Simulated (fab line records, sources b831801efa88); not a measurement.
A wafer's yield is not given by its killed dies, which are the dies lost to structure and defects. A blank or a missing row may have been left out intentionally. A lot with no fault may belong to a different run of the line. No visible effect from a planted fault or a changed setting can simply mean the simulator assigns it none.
What tool caused it? || flow gf180mcu || 36 wafers from 12 lots sampled at 4 of the route's 602 steps

## WHAT THE GAUGES SHOWED, per wafer
GF_V5_CD_MEAS_14 targets a cd of 260 nm. Usual: 259.7 nm for cd_nm, sd 1.4.
{"lot": "L839", "measured": "day 27 02:40", "on": "cd_sem-02", "cd_nm (nm)": "258.9 258.3 259.7", "flag": ""}
{"lot": "L840", "measured": "day 27 17:37", "on": "cd_sem-01", "cd_nm (nm)": "261.1 260.7 260.3", "flag": ""}
{"lot": "L841", "measured": "day 27 22:34", "on": "cd_sem-02", "cd_nm (nm)": "262.4 262.0 261.5", "flag": ""}
{"lot": "L842", "measured": "day 28 03:40", "on": "cd_sem-02", "cd_nm (nm)": "258.8 258.4 258.4", "flag": ""}
{"lot": "L843", "measured": "day 28 12:10", "on": "cd_sem-01", "cd_nm (nm)": "260.2 260.7 260.7", "flag": ""}
{"lot": "L846", "measured": "day 29 14:07", "on": "cd_sem-02", "cd_nm (nm)": "260.9 262.7 261.4", "flag": ""}
{"lot": "L849", "measured": "day 30 10:21", "on": "cd_sem-02", "cd_nm (nm)": "260.4 259.6 260.4", "flag": ""}
{"lot": "L850", "measured": "day 30 13:40", "on": "cd_sem-01", "cd_nm (nm)": "259.2 260.5 259.5", "flag": ""}
{"lot": "L856", "measured": "day 32 04:41", "on": "cd_sem-01", "cd_nm (nm)": "258.6 258.1 258.2", "flag": ""}
{"lot": "L857", "measured": "day 32 14:01", "on": "cd_sem-01", "cd_nm (nm)": "257.5 258.1 257.6", "flag": ""}
{"lot": "L859", "measured": "day 32 22:37", "on": "cd_sem-01", "cd_nm (nm)": "259.2 259.4 260.4", "flag": ""}
{"lot": "L858", "measured": "day 32 23:35", "on": "cd_sem-02", "cd_nm (nm)": "260.4 261.0 260.6", "flag": ""}

GF_PASSIVATION_BOW_MEAS_14. Usual: for PASSIVATION_BOW the level is 134 um and the standard deviation is 13.
{"lot": "L839", "measured": "day 28 21:43", "on": "film_metro-01", "PASSIVATION_BOW (um)": "157 156 156", "flag": ""}
{"lot": "L840", "measured": "day 29 15:37", "on": "film_metro-01", "PASSIVATION_BOW (um)": "144 135 143", "flag": ""}
{"lot": "L841", "measured": "day 29 17:10", "on": "film_metro-03", "PASSIVATION_BOW (um)": "146 142 133", "flag": ""}
{"lot": "L842", "measured": "day 29 22:37", "on": "film_metro-01", "PASSIVATION_BOW (um)": "147 149 139", "flag": ""}
{"lot": "L843", "measured": "day 30 05:06", "on": "film_metro-03", "PASSIVATION_BOW (um)": "130 120 120", "flag": ""}
{"lot": "L846", "measured": "day 31 07:46", "on": "film_metro-01", "PASSIVATION_BOW (um)": "146 144 142", "flag": ""}
{"lot": "L849", "measured": "day 32 01:49", "on": "film_metro-01", "PASSIVATION_BOW (um)": "113 108 110", "flag": ""}
{"lot": "L850", "measured": "day 32 05:01", "on": "film_metro-03", "PASSIVATION_BOW (um)": "147 147 146", "flag": ""}
{"lot": "L856", "measured": "day 33 18:11", "on": "film_metro-04", "PASSIVATION_BOW (um)": "147 133 136", "flag": ""}
{"lot": "L857", "measured": "day 34 02:46", "on": "film_metro-04", "PASSIVATION_BOW (um)": "121 123 118", "flag": ""}
{"lot": "L859", "measured": "day 34 10:55", "on": "film_metro-04", "PASSIVATION_BOW (um)": "148 142 132", "flag": ""}
{"lot": "L858", "measured": "day 34 11:28", "on": "film_metro-03", "PASSIVATION_BOW (um)": "131 108 137", "flag": ""}

## WHICH TOOL RAN EACH LOT (tool, then ch and the chambers of the sampled wafers, then the start)
{"lot": "L839", "GF_V2_ETCH_16": "rie_diel-01 ch 1,3, day 20 04:44", "GF_V5_STRIP_18": "plasma_asher-04 ch 0,1, day 27 02:59"}
{"lot": "L840", "GF_V2_ETCH_16": "rie_diel-03 ch 0,2, day 20 22:26", "GF_V5_STRIP_18": "plasma_asher-04 ch 0,1, day 27 17:56"}
{"lot": "L841", "GF_V2_ETCH_16": "rie_diel-01 ch 0,2,3, day 21 02:26", "GF_V5_STRIP_18": "plasma_asher-04 ch 0,1, day 27 22:53"}
{"lot": "L842", "GF_V2_ETCH_16": "rie_diel-01 ch 0,1,2, day 21 08:47", "GF_V5_STRIP_18": "plasma_asher-03 ch 0,1, day 28 03:59"}
{"lot": "L843", "GF_V2_ETCH_16": "rie_diel-03 ch 1,2, day 21 22:38", "GF_V5_STRIP_18": "plasma_asher-02 ch 0,1, day 28 12:28"}
{"lot": "L846", "GF_V2_ETCH_16": "rie_diel-04 ch 1,2, day 23 03:05", "GF_V5_STRIP_18": "plasma_asher-04 ch 0,1, day 29 14:26"}
{"lot": "L849", "GF_V2_ETCH_16": "rie_diel-04 ch 0,2, day 24 03:53", "GF_V5_STRIP_18": "plasma_asher-04 ch 0,1, day 30 10:40"}
{"lot": "L850", "GF_V2_ETCH_16": "rie_diel-03 ch 1,3, day 24 07:23", "GF_V5_STRIP_18": "plasma_asher-03 ch 0,1, day 30 13:59"}
{"lot": "L856", "GF_V2_ETCH_16": "rie_diel-04 ch 1,2,3, day 26 06:50", "GF_V5_STRIP_18": "plasma_asher-04 ch 0,1, day 32 04:59"}
{"lot": "L857", "GF_V2_ETCH_16": "rie_diel-04 ch 0,1,2, day 26 20:55", "GF_V5_STRIP_18": "plasma_asher-04 ch 0,1, day 32 14:20"}
{"lot": "L859", "GF_V2_ETCH_16": "rie_diel-04 ch 0,1,2, day 27 04:10", "GF_V5_STRIP_18": "plasma_asher-04 ch 0,1, day 32 22:56"}
{"lot": "L858", "GF_V2_ETCH_16": "rie_diel-01 ch 0,2, day 27 04:38", "GF_V5_STRIP_18": "plasma_asher-04 ch 0,1, day 32 23:53"}
- GF_V2_ETCH_16: etches BARC in N2/H2.
- GF_V5_STRIP_18: strips in O2/N2.

## WHAT THE TOOLS THEMSELVES READ (means of the sampled wafers that have a number; where no wafer has one, the mark that the record gives instead)
GF_V2_ETCH_16. Usual: chamber_pressure_mTorr 30.003 mTorr, standard deviation 0.029; drypump_motor_current_A 5.7 A, standard deviation 0.52; oes_product_au 0.855 a.u., standard deviation 0.0051; rf_fwd_power_W 495.5 W, standard deviation 2; throttle_valve_pct 13.224 %, standard deviation 0.0088.
{"lot": "L839", "tool": "rie_diel-01", "chamber_pressure_mTorr (mTorr)": 29.996, "drypump_motor_current_A (A)": 5.7, "oes_product_au (a.u.)": 0.856, "rf_fwd_power_W (W)": 495.0, "throttle_valve_pct (%)": 13.227, "flag": ""}
{"lot": "L840", "tool": "rie_diel-03", "chamber_pressure_mTorr (mTorr)": 30.003, "drypump_motor_current_A (A)": 5.1, "oes_product_au (a.u.)": 0.851, "rf_fwd_power_W (W)": 494.9, "throttle_valve_pct (%)": 13.229, "flag": ""}
{"lot": "L841", "tool": "rie_diel-01", "chamber_pressure_mTorr (mTorr)": 29.996, "drypump_motor_current_A (A)": 6.2, "oes_product_au (a.u.)": 0.853, "rf_fwd_power_W (W)": 495.3, "throttle_valve_pct (%)": 13.228, "flag": ""}
{"lot": "L842", "tool": "rie_diel-01", "chamber_pressure_mTorr (mTorr)": 30.013, "drypump_motor_current_A (A)": 6.2, "oes_product_au (a.u.)": 0.861, "rf_fwd_power_W (W)": 494.6, "throttle_valve_pct (%)": 13.214, "flag": ""}
{"lot": "L843", "tool": "rie_diel-03", "chamber_pressure_mTorr (mTorr)": 30.001, "drypump_motor_current_A (A)": 5.6, "oes_product_au (a.u.)": 0.855, "rf_fwd_power_W (W)": 497.0, "throttle_valve_pct (%)": 13.232, "flag": ""}
{"lot": "L846", "tool": "rie_diel-04", "chamber_pressure_mTorr (mTorr)": 29.978, "drypump_motor_current_A (A)": 5.4, "oes_product_au (a.u.)": 0.854, "rf_fwd_power_W (W)": 495.8, "throttle_valve_pct (%)": 13.223, "flag": ""}
{"lot": "L849", "tool": "rie_diel-04", "chamber_pressure_mTorr (mTorr)": 29.994, "drypump_motor_current_A (A)": 5.2, "oes_product_au (a.u.)": 0.854, "rf_fwd_power_W (W)": 496.3, "throttle_valve_pct (%)": 13.226, "flag": ""}
{"lot": "L850", "tool": "rie_diel-03", "chamber_pressure_mTorr (mTorr)": 29.983, "drypump_motor_current_A (A)": 5.6, "oes_product_au (a.u.)": 0.855, "rf_fwd_power_W (W)": 495.1, "throttle_valve_pct (%)": 13.225, "flag": ""}
{"lot": "L856", "tool": "rie_diel-04", "chamber_pressure_mTorr (mTorr)": 30.031, "drypump_motor_current_A (A)": 5.4, "oes_product_au (a.u.)": 0.854, "rf_fwd_power_W (W)": 495.6, "throttle_valve_pct (%)": 13.219, "flag": ""}
{"lot": "L857", "tool": "rie_diel-04", "chamber_pressure_mTorr (mTorr)": 29.987, "drypump_motor_current_A (A)": 5.3, "oes_product_au (a.u.)": 0.855, "rf_fwd_power_W (W)": 495.7, "throttle_valve_pct (%)": 13.222, "flag": ""}
{"lot": "L859", "tool": "rie_diel-04", "chamber_pressure_mTorr (mTorr)": 30.007, "drypump_motor_current_A (A)": 5.3, "oes_product_au (a.u.)": 0.859, "rf_fwd_power_W (W)": 495.1, "throttle_valve_pct (%)": 13.232, "flag": ""}
{"lot": "L858", "tool": "rie_diel-01", "chamber_pressure_mTorr (mTorr)": 29.986, "drypump_motor_current_A (A)": 6.6, "oes_product_au (a.u.)": 0.853, "rf_fwd_power_W (W)": 494.8, "throttle_valve_pct (%)": 13.221, "flag": ""}

GF_V5_STRIP_18. Usual: chamber_pressure_mTorr 1500.0 mTorr, standard deviation 1.4; drypump_motor_current_A 6.0 A, standard deviation 0.44; heater_power_w 355 W, standard deviation 33; oes_product_au 0.568 a.u., standard deviation 0.0048.
{"lot": "L839", "tool": "plasma_asher-04", "chamber_pressure_mTorr (mTorr)": 1500.3, "drypump_motor_current_A (A)": 6.5, "heater_power_w (W)": 354, "oes_product_au (a.u.)": 0.569, "flag": ""}
{"lot": "L840", "tool": "plasma_asher-04", "chamber_pressure_mTorr (mTorr)": 1499.8, "drypump_motor_current_A (A)": 6.5, "heater_power_w (W)": 350, "oes_product_au (a.u.)": 0.565, "flag": ""}
{"lot": "L841", "tool": "plasma_asher-04", "chamber_pressure_mTorr (mTorr)": 1500.7, "drypump_motor_current_A (A)": 6.4, "heater_power_w (W)": 347, "oes_product_au (a.u.)": 0.573, "flag": ""}
{"lot": "L842", "tool": "plasma_asher-03", "chamber_pressure_mTorr (mTorr)": 1498.2, "drypump_motor_current_A (A)": 5.5, "heater_power_w (W)": 322, "oes_product_au (a.u.)": 0.563, "flag": ""}
{"lot": "L843", "tool": "plasma_asher-02", "chamber_pressure_mTorr (mTorr)": 1499.5, "drypump_motor_current_A (A)": 5.7, "heater_power_w (W)": 408, "oes_product_au (a.u.)": 0.570, "flag": ""}
{"lot": "L846", "tool": "plasma_asher-04", "chamber_pressure_mTorr (mTorr)": 1500.0, "drypump_motor_current_A (A)": 6.4, "heater_power_w (W)": 343, "oes_product_au (a.u.)": 0.566, "flag": ""}
{"lot": "L849", "tool": "plasma_asher-04", "chamber_pressure_mTorr (mTorr)": 1499.0, "drypump_motor_current_A (A)": 6.4, "heater_power_w (W)": 344, "oes_product_au (a.u.)": 0.567, "flag": ""}
{"lot": "L850", "tool": "plasma_asher-03", "chamber_pressure_mTorr (mTorr)": 1499.8, "drypump_motor_current_A (A)": 5.5, "heater_power_w (W)": 314, "oes_product_au (a.u.)": 0.570, "flag": ""}
{"lot": "L856", "tool": "plasma_asher-04", "chamber_pressure_mTorr (mTorr)": 1501.0, "drypump_motor_current_A (A)": 6.5, "heater_power_w (W)": 354, "oes_product_au (a.u.)": 0.566, "flag": ""}
{"lot": "L857", "tool": "plasma_asher-04", "chamber_pressure_mTorr (mTorr)": 1500.4, "drypump_motor_current_A (A)": 6.5, "heater_power_w (W)": 353, "oes_product_au (a.u.)": 0.571, "flag": ""}
{"lot": "L859", "tool": "plasma_asher-04", "chamber_pressure_mTorr (mTorr)": 1499.8, "drypump_motor_current_A (A)": 6.4, "heater_power_w (W)": 341, "oes_product_au (a.u.)": 0.568, "flag": ""}
{"lot": "L858", "tool": "plasma_asher-04", "chamber_pressure_mTorr (mTorr)": 1500.5, "drypump_motor_current_A (A)": 6.4, "heater_power_w (W)": 349, "oes_product_au (a.u.)": 0.568, "flag": ""}

## THE ANSWER, worked out from the rows above alone
Rule: take the mean of a lot's wafers that have a number; if it is more than 3 standard deviations from the usual mean, the lot is off. A lot without any number at a reading at which 4 lots or more have one is off too. The other lots that the step has rows for count as sound. The gauges are gone through in route order, then the tools' own readings, and for those a lot's mean is taken as printed above. The first step at which some lot is off is used, and at that step the reading that is off furthest; a lot without a number counts as furthest.
No lot is off at any reading shown: from this, nothing can be told.

## WHAT HAD BEEN PUT IN BY THE SIMULATOR
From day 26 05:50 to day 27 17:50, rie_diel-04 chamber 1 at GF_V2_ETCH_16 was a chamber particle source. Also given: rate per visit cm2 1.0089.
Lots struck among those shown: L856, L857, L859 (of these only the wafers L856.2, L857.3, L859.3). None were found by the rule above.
